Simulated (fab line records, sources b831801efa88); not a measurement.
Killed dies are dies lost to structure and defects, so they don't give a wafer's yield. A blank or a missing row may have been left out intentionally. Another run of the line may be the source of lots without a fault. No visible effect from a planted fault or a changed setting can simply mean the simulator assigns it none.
Code-filled problem report in 8D (eight disciplines) form	flow sky130	the parts of the form that need people (team, actions taken, sign-off) are left out

## 1. PROBLEM STATEMENT
oes-product-au at SKY_VIA2_ETCH_15 reads a mean of 0.998 a.u. on 6 wafers of 2 lots; wafers without a fault read 0.940 a.u. with a standard deviation of 0.0049. Relative to the usual mean, that is a shift of +12 standard deviations.
The step: etches SiO2 in C4F8/O2/Ar, stops on TiN, target depth 546 nm, time 84 s.
First seen on wafer L413.2, day 39 12:16, on rie-diel-03. The record has a number at this step for 42 wafers belonging to 14 lots. Rule for "out", or "out of limits": more than 4 standard deviations from the usual mean. All remaining wafers that have a number are taken as sound.

## 2. WHAT IT IS; WHAT IT IS NOT
question	is	is not
which readings at this step	oes-product-au	chamber-pressure-mTorr
which lots	L413, L415	L403, L404, L406, L407, L409, L410, L412, L420, L423, L424, L425, L426
which wafers of those lots	all that have a number	-
read on which tools	rie-diel-03, rie-diel-04	rie-diel-02
when	from day 39 12:16	up to then (21 sound wafers); but 15 sound wafers of L420, L423, L424, L425, L426 came after

## 3. WHAT RULES OUT EACH SUSPECT
Counting: any tool at a process step up to the reading is kept as a suspect provided that every lot that is out went through it and no sound lot did after the first of them.
- cmp-02 at SKY_VIA2_CMP_02 (polishes SiO2): ruled out as a lasting fault. The sound lots L425, L426 went through it after L413, its earliest lot that is out (day 38 11:02).
Left after counting: nothing in the record.

## 4. THE CAUSE (what the simulator had put in)
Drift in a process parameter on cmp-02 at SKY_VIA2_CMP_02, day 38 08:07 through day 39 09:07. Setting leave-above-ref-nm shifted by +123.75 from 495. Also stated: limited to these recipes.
It was ruled out by counting, in error; the rule expects a fault to strike all lots run on its tool from its start on, and this fault did not.

## 5. THE EFFECT CHAIN, in route order
Rows list readings where the struck wafers' mean (over those with a number) sits beyond 3 standard deviations from the usual. Only readings for which the record gives a usual standard deviation are gone through. hours: the time from each lot's start at the first step in this table that gives one to its start at this step, as a median over the lots. sigmas: the change in usual standard deviations.
hours	step	reading	usual	on struck wafers	change	sigmas
0	SKY_VIA2_ETCH_15	oes-product-au	0.940 a.u.	0.998	+0.058	+12
The process steps in it:
- SKY_VIA2_ETCH_15: etches SiO2 in C4F8/O2/Ar, stops on TiN, target depth 546 nm, time 84 s.

## 6. WHAT WOULD HAVE CAUGHT IT SOONER
28 hours passed between the start of the fault at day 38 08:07 and the first reading out of limits in this record, taken at day 39 12:16.
No tool reading at SKY_VIA2_CMP_02 that has a usual standard deviation in the record was out on any struck wafer, so an alarm limit of 4 standard deviations on those readings would not have fired.
